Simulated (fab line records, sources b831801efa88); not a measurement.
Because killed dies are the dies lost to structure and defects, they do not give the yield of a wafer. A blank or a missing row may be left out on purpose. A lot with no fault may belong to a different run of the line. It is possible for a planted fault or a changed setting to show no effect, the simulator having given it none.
fab line records ; flow gf180mcu
record: lots: 12; wafers: 36; last-day: 34
route steps=602 shown HV_LDD@195
lots untouched by any fault: they come from a run of this same line in which no faults occurred
start-h: the number of hours between the record's first day and the start of the first shown wafer of the lot ; wait-h: how many hours have passed since the lot's step before this one ; " the same as in the row above ; L1.1+2: a single row standing in for several wafers ; - either no value or no given start ; * or withheld: withheld ; < > ~ a bound
route shown NAME@n: names a module that has steps shown in the file, with the first one's number in the route ; usual: mean/standard deviation taken from wafers without a fault ; same: alike in all rows ; chamber/n: place in a boat ; sites: each site's reading ; _std_site: their standard deviation ; _edge_site: inner sites' mean taken away from outer sites' mean ; radius-mm: for every site, how far away it sits from the centre of the wafer ; mask NAME#n: copy n ; behind: the most recent tool/chamber to have shaped the wafer ; hold: reason for holding the lot/hours on hold/outcome of the hold ; device: the transistor (n, p or np) that didn't switch ; end of line: the same wafers' tests at the end of the route ; for a step that has no rows: nothing shown but its recipe ; killed: the dies lost at the first sort to structure and to defects; this is not the yield of the wafer ; map: shows each die of a wafer: x if killed, . if not, _ if none is there
set.NAME: the setting that was run; set.NAME@STEP: the one run at that earlier step ; model.NAME: the simulator's own value behind a step, which no gauge read
a sample of lots followed through the steps of the route, with each step as a table and each wafer as a row
services: when a tool's chamber went out of use (start-h, in hours from the record's first day, below 0 if earlier), for how many hours, and the reason
== steps ==
step: GF_HV_LDD_CD_MEAS_19
recipe: target-cd-nm: 400
usual: cd-nm: 399.6/2.3
lot.wafer;tool;chamber;start-h;wait-h;cd-nm
L461.3;cd-sem-02;-;241.52;0.1;397.9
L461.5;cd-sem-02;-;241.52;0.1;396.9
L461.6;cd-sem-02;-;241.52;0.1;397.4
L463.2;cd-sem-01;-;255.10;0.1;399.3
L463.3;cd-sem-01;-;255.10;0.1;399.1
L463.5;cd-sem-01;-;255.10;0.1;396.4
L464.1;cd-sem-01;-;261.54;0.1;400.4
L464.4;cd-sem-01;-;261.54;0.1;397.1
L464.5;cd-sem-01;-;261.54;0.1;398.6
L465.2;cd-sem-02;-;272.76;0.1;398.2
L465.3;cd-sem-02;-;272.76;0.1;399.1
L465.5;cd-sem-02;-;272.76;0.1;397.8
L466.1;cd-sem-02;-;278.79;0.1;395.4
L466.2;cd-sem-02;-;278.79;0.1;397.0
L466.4;cd-sem-02;-;278.79;0.1;397.6
L469.2;cd-sem-01;-;301.95;0.1;400.1
L469.3;cd-sem-01;-;301.95;0.1;397.5
L469.4;cd-sem-01;-;301.95;0.1;399.7
L471.2;cd-sem-01;-;319.15;0.1;398.1
L471.3;cd-sem-01;-;319.15;0.1;399.9
L471.6;cd-sem-01;-;319.15;0.1;400.7
L473.2;cd-sem-02;-;333.76;0.1;401.5
L473.5;cd-sem-02;-;333.76;0.1;400.9
L473.6;cd-sem-02;-;333.76;0.1;402.2
L475.3;cd-sem-02;-;345.67;0.1;399.9
L475.5;cd-sem-02;-;345.67;0.1;398.5
L475.6;cd-sem-02;-;345.67;0.1;398.2
L478.3;cd-sem-02;-;368.82;0.1;395.5
L478.4;cd-sem-02;-;368.82;0.1;398.9
L478.6;cd-sem-02;-;368.82;0.1;397.8
L482.2;cd-sem-02;-;399.46;0.1;402.1
L482.3;cd-sem-02;-;399.46;0.1;402.0
L482.5;cd-sem-02;-;399.46;0.1;399.7
L483.1;cd-sem-02;-;410.83;0.1;399.5
L483.3;cd-sem-02;-;410.83;0.1;403.1
L483.5;cd-sem-02;-;410.83;0.1;402.1
step: GF_HV_LDD_TW_MEAS_23
usual: HV_LDD_2_TW: 1056/7.6
lot.wafer;tool;chamber;start-h;wait-h;HV_LDD_2_TW
L461.3;film-metro-04;-;241.91;0.1;1060
L461.5;film-metro-04;-;241.91;0.1;1060
L461.6;film-metro-04;-;241.91;0.1;1069
L463.2;film-metro-04;-;255.50;0.1;1063
L463.3;film-metro-04;-;255.50;0.1;1060
L463.5;film-metro-04;-;255.50;0.1;1053
L464.1;film-metro-02;-;261.95;0.1;1053
L464.4;film-metro-02;-;261.95;0.1;1044
L464.5;film-metro-02;-;261.95;0.1;1049
L465.2;film-metro-04;-;273.16;0.1;1060
L465.3;film-metro-04;-;273.16;0.1;1058
L465.5;film-metro-04;-;273.16;0.1;1060
L466.1;film-metro-01;-;279.20;0.1;1047
L466.2;film-metro-01;-;279.20;0.1;1046
L466.4;film-metro-01;-;279.20;0.1;1050
L469.2;film-metro-04;-;302.35;0.1;1063
L469.3;film-metro-04;-;302.35;0.1;1064
L469.4;film-metro-04;-;302.35;0.1;1062
L471.2;film-metro-01;-;319.55;0.1;1043
L471.3;film-metro-01;-;319.55;0.1;1045
L471.6;film-metro-01;-;319.55;0.1;1047
L473.2;film-metro-02;-;334.16;0.1;1056
L473.5;film-metro-02;-;334.16;0.1;1051
L473.6;film-metro-02;-;334.16;0.1;1053
L475.3;film-metro-04;-;346.06;0.1;1065
L475.5;film-metro-04;-;346.06;0.1;1063
L475.6;film-metro-04;-;346.06;0.1;1063
L478.3;film-metro-04;-;369.21;0.1;1049
L478.4;film-metro-04;-;369.21;0.1;1063
L478.6;film-metro-04;-;369.21;0.1;1063
L482.2;film-metro-04;-;399.85;0.1;1065
L482.3;film-metro-04;-;399.85;0.1;1062
L482.5;film-metro-04;-;399.85;0.1;1067
L483.1;film-metro-02;-;411.24;0.1;1051
L483.3;film-metro-02;-;411.24;0.1;1049
L483.5;film-metro-02;-;411.24;0.1;1051
step: GF_HV_LDD_TW_MEAS_50
usual: HV_LDD_4_TW: 568/4.7
lot.wafer;tool;chamber;start-h;wait-h;HV_LDD_4_TW
L461.3;film-metro-04;-;280.61;0.1;570
L461.5;film-metro-04;-;280.61;0.1;568
L461.6;film-metro-04;-;280.61;0.1;570
L463.2;film-metro-04;-;296.05;0.1;570
L463.3;film-metro-04;-;296.05;0.1;570
L463.5;film-metro-04;-;296.05;0.1;569
L464.1;film-metro-04;-;301.49;0.1;572
L464.4;film-metro-04;-;301.49;0.1;574
L464.5;film-metro-04;-;301.49;0.1;571
L465.2;film-metro-01;-;314.06;0.1;564
L465.3;film-metro-01;-;314.06;0.1;566
L465.5;film-metro-01;-;314.06;0.1;564
L466.1;film-metro-04;-;321.55;0.1;574
L466.2;film-metro-04;-;321.55;0.1;574
L466.4;film-metro-04;-;321.55;0.1;573
L469.2;film-metro-04;-;344.30;0.1;574
L469.3;film-metro-04;-;344.30;0.1;576
L469.4;film-metro-04;-;344.30;0.1;576
L471.2;film-metro-02;-;364.00;0.1;564
L471.3;film-metro-02;-;364.00;0.1;563
L471.6;film-metro-02;-;364.00;0.1;566
L473.2;film-metro-04;-;378.90;0.1;571
L473.5;film-metro-04;-;378.90;0.1;567
L473.6;film-metro-04;-;378.90;0.1;572
L475.3;film-metro-04;-;390.01;0.1;576
L475.5;film-metro-04;-;390.01;0.1;572
L475.6;film-metro-04;-;390.01;0.1;574
L478.3;film-metro-04;-;415.96;0.1;568
L478.4;film-metro-04;-;415.96;0.1;572
L478.6;film-metro-04;-;415.96;0.1;575
L482.2;film-metro-04;-;448.50;0.1;567
L482.3;film-metro-04;-;448.50;0.1;565
L482.5;film-metro-04;-;448.50;0.1;567
L483.1;film-metro-04;-;460.66;0.1;571
L483.3;film-metro-04;-;460.66;0.1;571
L483.5;film-metro-04;-;460.66;0.1;574
step: GF_HV_LDD_CVD_56
recipe: material: Si3N4; precursor: DCS/NH3; target-thk-nm: 90; temp-c: 770; time-s: 1543; pressure-mtorr: 250
usual: susceptor-temp-C: 770.0/0.35; zone-power-bottom-pct: 19.8/0.8
lot.wafer;tool;chamber;start-h;wait-h;susceptor-temp-C;zone-power-bottom-pct
L461.3;lpcvd-02;0;282.02;0.0;770.4;20.6
L461.5;lpcvd-02;0;282.02;0.0;770.6;20.9
L461.6;lpcvd-02;0;282.02;0.0;769.8;20.7
L463.2;lpcvd-02;0;300.30;2.0;769.7;20.6
L463.3;lpcvd-02;0;300.30;2.0;769.4;21.0
L463.5;lpcvd-02;0;300.30;2.0;770.1;20.8
L464.1;lpcvd-01;1;302.87;0.1;769.8;19.5
L464.4;lpcvd-01;1;302.87;0.1;769.3;20.0
L464.5;lpcvd-01;1;302.87;0.1;769.7;19.6
L465.2;lpcvd-02;1;315.42;0.0;770.0;20.5
L465.3;lpcvd-02;1;315.42;0.0;770.5;20.6
L465.5;lpcvd-02;1;315.42;0.0;770.2;20.0
L466.1;lpcvd-02;0;323.56;0.7;769.6;21.1
L466.2;lpcvd-02;0;323.56;0.7;770.4;20.9
L466.4;lpcvd-02;0;323.56;0.7;770.0;20.5
L469.2;lpcvd-01;0;345.72;0.0;769.6;19.1
L469.3;lpcvd-01;0;345.72;0.0;769.5;18.9
L469.4;lpcvd-01;0;345.72;0.0;769.4;18.8
L471.2;lpcvd-01;1;365.36;0.0;770.0;20.1
L471.3;lpcvd-01;1;365.36;0.0;769.7;20.1
L471.6;lpcvd-01;1;365.36;0.0;770.2;19.8
L473.2;lpcvd-01;0;381.56;0.0;770.5;19.0
L473.5;lpcvd-01;0;381.56;0.0;770.0;18.9
L473.6;lpcvd-01;0;381.56;0.0;769.8;18.8
L475.3;lpcvd-02;0;391.37;0.0;770.1;20.7
L475.5;lpcvd-02;0;391.37;0.0;770.0;20.5
L475.6;lpcvd-02;0;391.37;0.0;769.9;20.6
L478.3;lpcvd-02;0;417.32;0.0;769.8;20.7
L478.4;lpcvd-02;0;417.32;0.0;769.9;20.5
L478.6;lpcvd-02;0;417.32;0.0;769.5;20.7
L482.2;lpcvd-01;0;449.86;0.0;769.8;19.1
L482.3;lpcvd-01;0;449.86;0.0;770.2;18.6
L482.5;lpcvd-01;0;449.86;0.0;770.1;19.0
L483.1;lpcvd-01;0;462.05;0.1;769.8;18.9
L483.3;lpcvd-01;0;462.05;0.1;770.1;19.0
L483.5;lpcvd-01;0;462.05;0.1;769.6;19.2
step: GF_HV_LDD_THK_MEAS_57
recipe: reads: Si3N4_of_HV_LDD_CVD_56
usual: HV_LDD_CVD_56_THK: 90.6/0.79
lot.wafer;tool;chamber;start-h;wait-h;hold;HV_LDD_CVD_56_THK[nm]
L461.3;film-metro-04;-;283.46;0.0;-;89.9
L461.5;film-metro-04;-;283.46;0.0;-;90.2
L461.6;film-metro-04;-;283.46;0.0;-;90.1
L463.2;film-metro-01;-;301.73;0.0;-;89.5
L463.3;film-metro-01;-;301.73;0.0;-;89.5
L463.5;film-metro-01;-;301.73;0.0;-;89.4
L464.1;film-metro-04;-;304.30;0.0;-;92.7
L464.4;film-metro-04;-;304.30;0.0;-;92.2
L464.5;film-metro-04;-;304.30;0.0;-;92.5
L465.2;film-metro-02;-;316.86;0.0;-;89.6
L465.3;film-metro-02;-;316.86;0.0;-;89.5
L465.5;film-metro-02;-;316.86;0.0;-;89.6
L466.1;film-metro-04;-;324.99;0.0;-;89.7
L466.2;film-metro-04;-;324.99;0.0;-;90.4
L466.4;film-metro-04;-;324.99;0.0;-;90.6
L469.2;film-metro-02;-;347.15;0.0;-;90.4
L469.3;film-metro-02;-;347.15;0.0;-;90.8
L469.4;film-metro-02;-;347.15;0.0;-;90.9
L471.2;film-metro-02;-;366.80;0.0;-;91.3
L471.3;film-metro-02;-;366.80;0.0;-;90.5
L471.6;film-metro-02;-;366.80;0.0;-;91.0
L473.2;film-metro-01;-;383.00;0.0;-;90.7
L473.5;film-metro-01;-;383.00;0.0;-;90.2
L473.6;film-metro-01;-;383.00;0.0;-;90.6
L475.3;film-metro-04;-;392.82;0.0;await-dispo/0.2h/release;98.6
L475.5;film-metro-04;-;392.82;0.0;await-dispo/0.2h/release;98.6
L475.6;film-metro-04;-;392.82;0.0;await-dispo/0.2h/release;99.1
L475.3;film-metro-04;-;393.11;0.3;-;98.7
L475.5;film-metro-04;-;393.11;0.3;-;98.6
L475.6;film-metro-04;-;393.11;0.3;-;99.0
L478.3;film-metro-04;-;418.77;0.0;await-dispo/0.2h/release;98.5
L478.4;film-metro-04;-;418.77;0.0;await-dispo/0.2h/release;98.3
L478.6;film-metro-04;-;418.77;0.0;await-dispo/0.2h/release;99.7
L478.3;film-metro-04;-;419.00;0.2;-;98.6
L478.4;film-metro-04;-;419.00;0.2;-;98.3
L478.6;film-metro-04;-;419.00;0.2;-;99.7
L482.2;film-metro-01;-;451.30;0.0;-;91.9
L482.3;film-metro-01;-;451.30;0.0;-;91.7
L482.5;film-metro-01;-;451.30;0.0;-;91.6
L483.1;film-metro-04;-;463.48;0.0;-;91.2
L483.3;film-metro-04;-;463.48;0.0;-;91.0
L483.5;film-metro-04;-;463.48;0.0;-;91.1
step: GF_HV_LDD_ETCHBACK_58
recipe: chemistry: CH3F/O2; target: Si3N4; stop-on: SiO2; source-w: 400; bias-w: 80; pressure-mtorr: 25; ch3f-flow-sccm: 40; O2_flow_sccm: 30; time-s: 100; target-depth-a: 900
usual: drypump-motor-current-A: 5.5/0.47; oes-product-au: 0.846/0.0056; throttle-valve-pct: 10.561/0.0092
lot.wafer;tool;chamber;start-h;wait-h;hold;drypump-motor-current-A;oes-product-au;rf-hours-counter-h;throttle-valve-pct
L461.3;rie-diel-02;1;283.50;0.0;-;5.3;0.845;35;10.552
L461.5;rie-diel-02;1;283.50;0.0;-;5.3;0.848;-;10.557
L461.6;rie-diel-02;2;283.50;0.0;-;5.0;0.838;-;10.552
L463.2;rie-diel-02;0;301.78;0.0;-;5.6;0.838;29;10.564
L463.3;rie-diel-02;1;301.78;0.0;-;5.3;0.836;36;10.566
L463.5;rie-diel-02;3;301.78;0.0;-;5.8;0.845;-;10.571
L464.1;rie-diel-04;3;304.36;0.1;-;4.7;0.857;13;10.566
L464.4;rie-diel-04;1;304.36;0.1;-;5.7;0.850;118;10.561
L464.5;rie-diel-04;2;304.36;0.1;-;4.9;0.858;-;10.560
L465.2;rie-diel-01;0;316.91;0.0;-;5.4;0.839;116;10.546
L465.3;rie-diel-01;3;316.91;0.0;-;5.6;0.841;10;10.550
L465.5;rie-diel-01;3;316.91;0.0;-;5.6;0.837;-;10.553
L466.1;rie-diel-01;1;325.05;0.1;-;6.5;0.840;30;10.561
L466.2;rie-diel-01;2;325.05;0.1;-;5.8;0.844;18;10.554
L466.4;rie-diel-01;0;325.05;0.1;-;5.4;0.848;116;10.563
L469.2;rie-diel-04;2;347.20;0.0;-;4.9;0.851;81;10.572
L469.3;rie-diel-04;2;347.20;0.0;-;4.9;0.843;-;10.581
L469.4;rie-diel-04;1;347.20;0.0;-;5.7;0.853;-;10.558
L471.2;rie-diel-04;0;366.85;0.0;-;5.1;0.852;0;10.556
L471.3;rie-diel-04;3;366.85;0.0;-;4.7;0.847;14;10.556
L471.6;rie-diel-04;0;366.85;0.0;-;5.1;0.842;-;10.569
L473.2;rie-diel-01;3;383.05;0.0;-;5.6;0.845;12;10.546
L473.5;rie-diel-01;2;383.05;0.0;-;5.9;0.845;-;10.554
L473.6;rie-diel-01;1;383.05;0.0;-;6.4;0.845;-;10.559
L475.3;rie-diel-02;0;396.97;3.9;await-dispo/3.8h/release;5.6;0.890;32;10.567
L475.5;rie-diel-02;3;396.97;3.9;await-dispo/3.8h/release;5.8;0.884;-;10.581
L475.6;rie-diel-02;0;396.97;3.9;await-dispo/3.8h/release;5.6;0.882;-;10.566
L478.3;rie-diel-01;2;421.22;2.2;await-dispo/2.2h/release;5.8;0.890;21;10.556
L478.4;rie-diel-01;0;421.22;2.2;await-dispo/2.2h/release;5.4;0.875;0;10.552
L478.6;rie-diel-01;3;421.22;2.2;await-dispo/2.2h/release;5.6;0.895;-;10.573
L482.2;rie-diel-02;0;451.35;0.0;-;5.6;0.854;33;10.555
L482.3;rie-diel-02;2;451.35;0.0;-;4.9;0.854;32;10.553
L482.5;rie-diel-02;0;451.35;0.0;-;5.6;0.849;-;10.566
L483.1;rie-diel-04;3;463.54;0.1;-;4.7;0.846;17;10.550
L483.3;rie-diel-04;0;463.54;0.1;-;5.1;0.848;3;10.574
L483.5;rie-diel-04;1;463.54;0.1;-;5.7;0.856;-;10.559
== services ==
tool;chamber;start-h;hours;kind
rie-diel-04;0;263.61;4.9;repair
rie-diel-04;-;273.06;2.8;pm
rie-diel-04;1;288.37;6.1;repair
lpcvd-01;-;296.22;4.3;pm
rie-diel-04;3;305.65;4.7;repair
rie-diel-02;-;315.93;2.8;pm
rie-diel-04;2;316.77;9.3;repair
rie-diel-04;0;338.96;-;clean
rie-diel-04;0;338.96;13.4;scheduled-down
rie-diel-04;0;338.96;13.4;vent-cycle
rie-diel-04;3;346.85;1.4;repair
lpcvd-01;-;356.60;1.0;repair
rie-diel-04;1;360.82;-;clean
rie-diel-04;1;360.82;23.7;scheduled-down
rie-diel-04;1;360.82;23.7;vent-cycle
lpcvd-02;-;367.89;14.6;pm
rie-diel-02;2;376.39;4.5;repair
lpcvd-01;-;382.99;6.1;pm
rie-diel-01;0;386.33;-;clean
rie-diel-01;0;386.33;28.7;scheduled-down
rie-diel-01;0;386.33;28.7;vent-cycle
rie-diel-02;1;393.91;4.7;repair
rie-diel-01;-;453.92;0.2;repair
rie-diel-04;2;454.27;10.8;repair
== key ==
first-sign: step: GF_HV_LDD_THK_MEAS_57; reading: visit; direction: added
effect: step: GF_HV_LDD_THK_MEAS_57; reading: HV_LDD_CVD_56_THK; direction: up; sigmas: 10; usual: 90.6; struck: 98.8
effect: step: GF_HV_LDD_ETCHBACK_58; reading: oes-product-au; direction: up; sigmas: 7.1; usual: 0.846; struck: 0.886
met-at GF_HV_LDD_CVD_56
struck-lots L475,L478
tester-left-out L475,L478
not-acting-at GF_HV_LDD_CD_MEAS_19,GF_HV_LDD_TW_MEAS_23,GF_HV_LDD_TW_MEAS_50
onset-between 323.56 391.37
fault: kind: process-parameter-drift; tool: lpcvd-02; chamber: -; onset-h: 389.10; steps: GF_HV_LDD_CVD_56; channel: target-thk-nm; offset: 8.8533; shape: step; end-h: 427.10; acts-in: these-recipes-only; stated: 90
tester-left-out: of these lots the tester's yield and bins aren't shown, on N5 and GAA mostly nor the transistor test; their killed dies are dies lost to structure and defects alone, not to doping, threshold or leakage, so they don't give the yield
